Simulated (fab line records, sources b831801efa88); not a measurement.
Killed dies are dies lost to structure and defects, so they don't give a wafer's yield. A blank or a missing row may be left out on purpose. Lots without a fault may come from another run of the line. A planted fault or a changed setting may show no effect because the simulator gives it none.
fab line records | flow gf180mcu
record lots=6 wafers=18 last_day=34
route steps=602 shown TOP_METAL@583 PASSIVATION@587
lots that met no fault: from a run of the same line without faults
start_h: hours from the record's first day to the start of the lot's first wafer shown | wait_h: hours since the lot's step before | " the same as in the row above | L1.1+2: a row that stands for several wafers | - no value, or no start given | * or withheld: withheld | < > ~ a bound
route shown NAME@n: a module of which the file shows steps, and the number in the route of the first | usual: mean/standard deviation of fault-free wafers | same: alike in all rows | chamber/n: place in a boat | sites: the reading at each site | _std_site: their standard deviation | _edge_site: outer sites' mean less inner sites' | radius_mm: how far each site lies from the wafer's centre | mask NAME#n: copy n | behind: the tool/chamber that last shaped the wafer | hold: why the lot was held/for how many hours/how that ended | device: the transistor (n, p or np) that didn't switch | end of line: the same wafers' tests at the end of the route | a step without rows: its recipe alone | killed: dies lost to structure and defects at the first sort, not the wafer's yield | map: a wafer's dies, x killed, . not, _ none there
set.NAME: the setting as run; set.NAME@STEP: as run at that earlier step | model.NAME: the simulator's own value behind a step, which no gauge read
lots at some steps of the route; a table a step, a row a wafer
services: from which hour (start_h, from the record's first day; less than 0 if before it) a tool's chamber was out of use, for how many hours, and why
## steps
# step GF_TOP_METAL_METAL_ETCH_16
# recipe chemistry=Cl2/BCl3 mask_material=NOVOLAK target_depth_nm=1197 stop_on=SiO2 pressure_mtorr=8 icp_w=800 bias_w=140 Cl2_flow_sccm=80 bcl3_flow_sccm=40 time_s=199.5
# usual drypump_motor_current_A=6.03/0.26 oes_product_au=0.991/0.0071 throttle_valve_pct=28.231/0.011
# columns lot.wafer tool chamber start_h wait_h drypump_motor_current_A oes_product_au rf_hours_counter_h throttle_valve_pct
L742.3 rie_metal-03 0 695.52 0.1 5.88 0.993 - 28.240
L742.5 " 0 " " 5.88 0.993 - 28.228
L742.6 " 0 " " 5.90 0.979 - 28.218
L744.3 rie_metal-01 0 714.79 0.1 6.11 0.987 - 28.209
L744.4 " 0 " " 6.08 0.996 - 28.226
L744.6 " 0 " " 6.06 0.994 - 28.224
L745.2 rie_metal-01 0 717.75 0.1 6.12 0.995 - 28.226
L745.3 " 0 " " 6.10 0.994 - 28.227
L745.6 " 0 " " 6.08 1.004 - 28.230
L750.1 rie_metal-01 0 754.49 0.0 6.10 0.997 10 28.222
L750.2 " 1 " " 6.55 0.984 2 28.225
L750.5 " 1 " " 6.56 0.992 - 28.228
L755.3 rie_metal-01 1 782.95 0.1 6.55 0.984 - 28.238
L755.4 " 0 " " 6.11 0.993 - 28.235
L755.5 " 0 " " 6.13 0.992 - 28.221
L756.3 rie_metal-03 0 789.45 0.1 5.86 0.995 - 28.211
L756.4 " 1 " " 5.71 0.997 - 28.229
L756.5 " 1 " " 5.71 0.994 - 28.240
# step GF_TOP_METAL_STRIP_17
# recipe chemistry=O2/N2 power_w=1400 pressure_mtorr=1500 platen_temp_c=250 o2_flow_sccm=3000 n2_flow_sccm=300 overash_fraction=0.5
# usual drypump_motor_current_A=5.6/0.33 heater_power_w=314/34 oes_product_au=0.711/0.0042 strip_time_to_endpoint_s=12.92/0.12
# same overash_fraction=0.5
# columns lot.wafer tool chamber start_h wait_h drypump_motor_current_A heater_power_w oes_product_au rf_hours_counter_h strip_time_to_endpoint_s
L742.3 plasma_asher-03 0 695.81 0.2 5.1 310 0.713 - 12.96
L742.5 " 1 " " 5.6 305 0.711 - 12.95
L742.6 " 0 " " 5.1 304 0.720 - 12.91
L744.3 plasma_asher-02 0 715.08 0.2 5.8 351 0.712 - 12.80
L744.4 " 1 " " 5.6 253 0.712 - 12.81
L744.6 " 1 " " 5.6 262 0.711 - 12.73
L745.2 plasma_asher-04 0 718.07 0.3 5.3 365 0.713 111 12.79
L745.3 " 0 " " 5.3 355 0.710 - 12.77
L745.6 " 0 " " 5.3 349 0.714 - 12.81
L750.1 plasma_asher-03 1 754.68 0.1 5.6 303 0.707 106 12.75
L750.2 " 0 " " 5.1 307 0.716 106 12.85
L750.5 " 0 " " 5.1 310 0.715 - 12.94
L755.3 plasma_asher-04 0 783.11 0.1 5.3 369 0.713 - 13.03
L755.4 " 1 " " 6.2 304 0.711 - 12.71
L755.5 " 0 " " 5.3 369 0.712 - 12.84
L756.3 plasma_asher-02 0 789.61 0.1 5.8 352 0.712 - 12.91
L756.4 " 1 " " 5.6 261 0.710 - 12.87
L756.5 " 1 " " 5.6 260 0.701 - 12.95
# step GF_TOP_METAL_STRIP_18
# recipe chemistry=post_etch_residue_remover time_s=1200 temp_c=72.5
# step GF_TOP_METAL_CLEAN_19
# recipe chemistry=DIW dry=n2_spin
# step GF_PASSIVATION_CVD_00
# recipe material=SiO2 target_thk_nm=1000 precursor=TEOS temp_c=400 time_s=111.95 rf_w=600
# usual heater_power_w=661/99
# columns lot.wafer tool chamber start_h wait_h heater_power_w
L742.3 pecvd-02 2 696.31 0.0 705
L742.5 " 1 " " 633
L742.6 " 0 " " 598
L744.3 pecvd-02 1 715.58 0.0 674
L744.4 " 1 " " 743
L744.6 " 0 " " 600
L745.2 pecvd-02 0 718.61 0.0 738
L745.3 " 1 " " 712
L745.6 " 2 " " 575
L750.1 pecvd-01 1 755.21 0.0 683
L750.2 " 0 " " 868
L750.5 " 0 " " 716
L755.3 pecvd-02 1 783.61 0.0 743
L755.4 " 1 " " 775
L755.5 " 0 " " 576
L756.3 pecvd-02 0 790.11 0.0 696
L756.4 " 1 " " 801
L756.5 " 2 " " 678
# step GF_PASSIVATION_THK_MEAS_01
# recipe reads=SiO2_of_PASSIVATION_CVD_00
# usual PASSIVATION_CVD_00_THK=1005/13
# columns lot.wafer tool chamber start_h wait_h PASSIVATION_CVD_00_THK[nm]
L742.3 film_metro-04 - 696.40 0.1 985
L742.5 " - " " 1012
L742.6 " - " " 1024
L744.3 film_metro-04 - 715.73 0.1 983
L744.4 " - " " 1012
L744.6 " - " " 1016
L745.2 film_metro-04 - 718.69 0.0 996
L745.3 " - " " 996
L745.6 " - " " 995
L750.1 film_metro-02 - 755.32 0.1 1004
L750.2 " - " " 1013
L750.5 " - " " 1005
L755.3 film_metro-02 - 783.71 0.1 1005
L755.4 " - " " 1022
L755.5 " - " " 1029
L756.3 film_metro-02 - 790.21 0.1 1008
L756.4 " - " " 1021
L756.5 " - " " 1011
# step GF_PASSIVATION_CVD_02
# recipe material=Si3N4 target_thk_nm=700 time_s=486.18 temp_c=400 rf_w=450
# usual heater_power_w=713/120
# columns lot.wafer tool chamber start_h wait_h heater_power_w
L742.3 pecvd-01 1 696.44 0.0 724
L742.5 " 2 " " 562
L742.6 " 1 " " 757
L744.3 pecvd-01 2 715.77 0.0 578
L744.4 " 0 " " 759
L744.6 " 2 " " 452
L745.2 pecvd-01 0 718.74 0.0 923
L745.3 " 2 " " 468
L745.6 " 1 " " 716
L750.1 pecvd-02 1 755.38 0.1 782
L750.2 " 0 " " 656
L750.5 " 1 " " 845
L755.3 pecvd-01 1 783.75 0.0 793
L755.4 " 2 " " 540
L755.5 " 0 " " 760
L756.3 pecvd-01 1 790.25 0.0 778
L756.4 " 1 " " 804
L756.5 " 0 " " 762
# step GF_PASSIVATION_THK_MEAS_03
# recipe reads=Si3N4_of_PASSIVATION_CVD_02
# usual PASSIVATION_CVD_02_THK=698/11
# columns lot.wafer tool chamber start_h wait_h PASSIVATION_CVD_02_THK[nm]
L742.3 film_metro-04 - 696.75 0.2 688
L742.5 " - " " 716
L742.6 " - " " 699
L744.3 film_metro-04 - 716.09 0.2 711
L744.4 " - " " 700
L744.6 " - " " 727
L745.2 film_metro-04 - 719.09 0.2 683
L745.3 " - " " 716
L745.6 " - " " 694
L750.1 film_metro-04 - 755.67 0.1 688
L750.2 " - " " 685
L750.5 " - " " 701
L755.3 film_metro-02 - 784.05 0.2 673
L755.4 " - " " 713
L755.5 " - " " 691
L756.3 film_metro-02 - 790.55 0.2 679
L756.4 " - " " 704
L756.5 " - " " 707
# step GF_PASSIVATION_DEHYDRATE_04
# recipe temp_c=200 time_s=60
# step GF_PASSIVATION_HMDS_05
# recipe prime_time_s=60 prime_temp_c=120
# step GF_PASSIVATION_COAT_06
# recipe spin_rpm=2000 resist_thk_nm=4000
# step GF_PASSIVATION_SOFTBAKE_07
# recipe temp_c=110 time_s=withheld
# step GF_PASSIVATION_EXPOSE_08
# recipe mask_id=Pad target_cd_nm=40000 na=0.57 dose_mj=310
# usual exposure_dose_mJ_cm2=309.97/0.28 focus_offset_nm=0.0/0.49
# columns lot.wafer tool chamber start_h wait_h mask exposure_dose_mJ_cm2 focus_offset_nm
L742.3 iline_stepper-01 0 706.71 - Pad#0 309.73 0.0
L742.5 " 0 " " Pad#0 309.59 -0.2
L742.6 " 0 " " Pad#0 309.97 -0.4
L744.3 iline_stepper-01 0 725.52 - Pad#0 309.78 -0.4
L744.4 " 0 " " Pad#0 309.91 0.0
L744.6 " 0 " " Pad#0 310.13 0.0
L745.2 iline_stepper-02 0 728.21 - Pad#0 309.90 -0.2
L745.3 " 0 " " Pad#0 310.14 0.0
L745.6 " 0 " " Pad#0 309.84 -0.4
L750.1 iline_stepper-02 0 764.27 - Pad#0 309.83 0.1
L750.2 " 0 " " Pad#0 309.94 -0.9
L750.5 " 0 " " Pad#0 309.68 0.5
L755.3 iline_stepper-02 - 791.60 - Pad#0 - -
L755.4 " - " " Pad#0 - -
L755.5 " - " " Pad#0 - -
L756.3 iline_stepper-02 - 798.82 - Pad#0 - -
L756.4 " - " " Pad#0 - -
L756.5 " - " " Pad#0 - -
# step GF_PASSIVATION_PEB_09
# recipe temp_c=115 time_s=withheld
## services
# columns tool chamber start_h hours kind
pecvd-01 - 674.53 14.6 pm
pecvd-02 - 680.58 1.3 repair
iline_stepper-01 - 681.53 8.9 repair
rie_metal-03 1 682.38 - clean
rie_metal-03 1 682.38 24.1 scheduled_down
rie_metal-03 1 682.38 24.1 vent_cycle
plasma_asher-02 - 692.31 2.2 repair
rie_metal-01 1 702.52 - clean
rie_metal-01 1 702.52 15.5 scheduled_down
rie_metal-01 1 702.52 15.5 vent_cycle
pecvd-02 - 720.42 2.8 pm
plasma_asher-02 - 729.48 2.7 repair
iline_stepper-02 - 733.45 1.7 pm
plasma_asher-04 - 733.75 9.0 pm
plasma_asher-04 0 733.75 9.0 vent_cycle
plasma_asher-04 1 733.75 9.0 vent_cycle
plasma_asher-04 0 742.75 - clean
plasma_asher-04 1 742.75 - clean
plasma_asher-03 - 755.26 2.9 repair
plasma_asher-04 - 766.21 0.9 repair
plasma_asher-04 - 783.93 8.8 repair
plasma_asher-04 - 789.66 20.8 repair
iline_stepper-01 - 791.78 9.9 repair
## key
first_sign step=GF_PASSIVATION_EXPOSE_08 reading=tool_record direction=missing
effect none on later readings
met_at GF_PASSIVATION_EXPOSE_08
struck_wafers L755.3,L755.4,L755.5,L756.3,L756.4,L756.5
later_rows_left_out L755.3,L755.4,L755.5,L756.3,L756.4,L756.5
sort_left_out L755.3,L755.4,L755.5,L756.3,L756.4,L756.5
onset_between 764.27 791.60
fault kind=skipped_step_whole tool=iline_stepper-02 chamber=- onset_h=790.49 steps=GF_PASSIVATION_EXPOSE_08 scope=struck_lots_only
# sort_left_out: the simulated sort isn't trusted on such a fault, so these wafers' sort isn't shown, and their yield isn't known
# later_rows_left_out: the simulator's readings of these wafers behind a module that went badly wrong aren't trusted and aren't shown, but for the sort
